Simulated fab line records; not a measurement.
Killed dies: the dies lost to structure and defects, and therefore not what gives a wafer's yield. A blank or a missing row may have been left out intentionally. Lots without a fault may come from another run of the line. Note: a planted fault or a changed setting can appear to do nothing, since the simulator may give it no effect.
Comparing a struck lot with a sound one ; flow sfqLine ; 14 out of 325 route steps
Sound: these wafers, L515.1, L515.3, L515.5. Struck: wafer L518.3 (L518.2, L518.4, from the same lot, were not struck and are left out); the cause is given at the end.
Order at every step that has rows: each side's tool, ch and its chambers, its first start. Under that, the readings that differ: sound wafers ; struck wafers ; difference of the means ; sigmas: that difference in standard deviations of wafers without a fault.
alike: words and numbers the same on both sides, and readings whose means are apart by under 2 such deviations; not compared: readings that were withheld, readings missing a value for some wafer, numbers with overlapping values and no deviation given by the record, and bounds like >300 which may hide the same value.
A row with sigmas, a row that says differs or no value, or rows on one side alone: a step with any of these is where the two part. Non-overlapping numbers with no deviation appear without sigmas and do not part them. Lack of a reading on every wafer of one side parts them only where that side has two or more wafers.

SFQ_TRILAYER_R5_BARC_OPEN_METAL_ETCH_177: etches BARC in O2, target depth 125 nm, time 41.7 s.
  sound on rieMetal-01 ch 0,1, day 65 17:02; struck on rieMetal-01 ch 1, day 67 02:38
  alike: drypumpMotorCurrentA, oesProductAu, runLengthS
  not compared: rfHoursCounterH
SFQ_TRILAYER_R5_ETCH_METAL_ETCH_139: etches the open film in Cl2, stops on SiO2, target depth 60 nm, time 40 s.
  sound on rieMetal-01 ch 0,1, day 65 17:05; struck on rieMetal-01 ch 1, day 67 02:41
  alike: drypumpMotorCurrentA, oesProductAu, runLengthS
  not compared: rfHoursCounterH
SFQ_TRILAYER_R5_STRIP_STRIP_140: strips in O2.
  sound on rieMetal-01 ch 0,1, day 65 17:09; struck on rieMetal-01 ch 1, day 67 02:45
  alike: drypumpMotorCurrentA, oesProductAu, platenTempC
  not compared: rfHoursCounterH
then, 1 step without rows for these wafers: SFQ_TRILAYER_R5_STRIP_SOLV_CLEAN_141 (cleans in NMP, time 600 s).
SFQ_TRILAYER_A5C_DEP_PECVD_142: deposits SiO2 from SiH4/N2O, time 15.556 s, target thk 70 nm.
  sound on pecvd-04 ch 0,1, day 65 17:55; struck on pecvd-01 ch 0, day 67 03:32
  alike: heaterPowerW, throttleValvePct
then, 6 steps without rows for these wafers: SFQ_TRILAYER_I5_LITHO_COAT_149 (resist thk 62 nm); SFQ_TRILAYER_I5_LITHO_COAT_144 (resist thk 650 nm); SFQ_TRILAYER_I5_LITHO_SOFTBAKE_148; SFQ_TRILAYER_I5_LITHO_EXPOSE_145 (exposes mask I5, target cd 700 nm); SFQ_TRILAYER_I5_LITHO_PEB_147 (peb time 60 s); SFQ_TRILAYER_I5_LITHO_DEVELOP_146 (time 60 s).
-- the record jumps here: 5 days lie between the struck wafers' starts before and after --
SFQ_I5_OVL_MEAS_936:
  struck on overlay-02, day 72 13:38; sound on overlay-01, day 71 08:46
  alike: I5_OVL
SFQ_TRILAYER_I5_BARC_OPEN_VIA_ETCH_200: etches BARC in O2, target depth 125 nm, time 41.7 s.
  sound on rieDiel-01 ch 0,2,3, day 71 08:48; struck on rieDiel-01 ch 3, day 72 13:40
reading;sound;struck;difference;sigmas
oesProductAu (a.u.);0.689 0.688 0.678;0.836;+0.151;+30
runLengthS (s);70.3 69.7 70.3;60.0;-10.1;-25
model.KrF_of_TRILAYER_I5_LITHO_COAT_144.thkNm (nm);567.6 570 567.6;586.6;+18.2;
  alike: drypumpMotorCurrentA
  not compared: rfHoursCounterH
SFQ_TRILAYER_I5_ETCH_VIA_ETCH_147: etches the open film in CHF3, stops on Nb, target depth 360 nm.
  sound on rieDiel-01 ch 0,2,3, day 71 08:50; struck on rieDiel-01 ch 3, day 72 13:42
  alike: drypumpMotorCurrentA, oesProductAu

## WHERE THEY PART
At SFQ_TRILAYER_I5_BARC_OPEN_VIA_ETCH_200 and nowhere else, as far as this record goes. Later steps at which nothing parts them and some readings are alike: SFQ_TRILAYER_I5_ETCH_VIA_ETCH_147.

WHY: whatever the simulator had introduced
rieDiel-01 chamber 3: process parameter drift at SFQ_TRILAYER_I5_BARC_OPEN_VIA_ETCH_200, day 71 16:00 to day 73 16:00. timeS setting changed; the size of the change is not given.
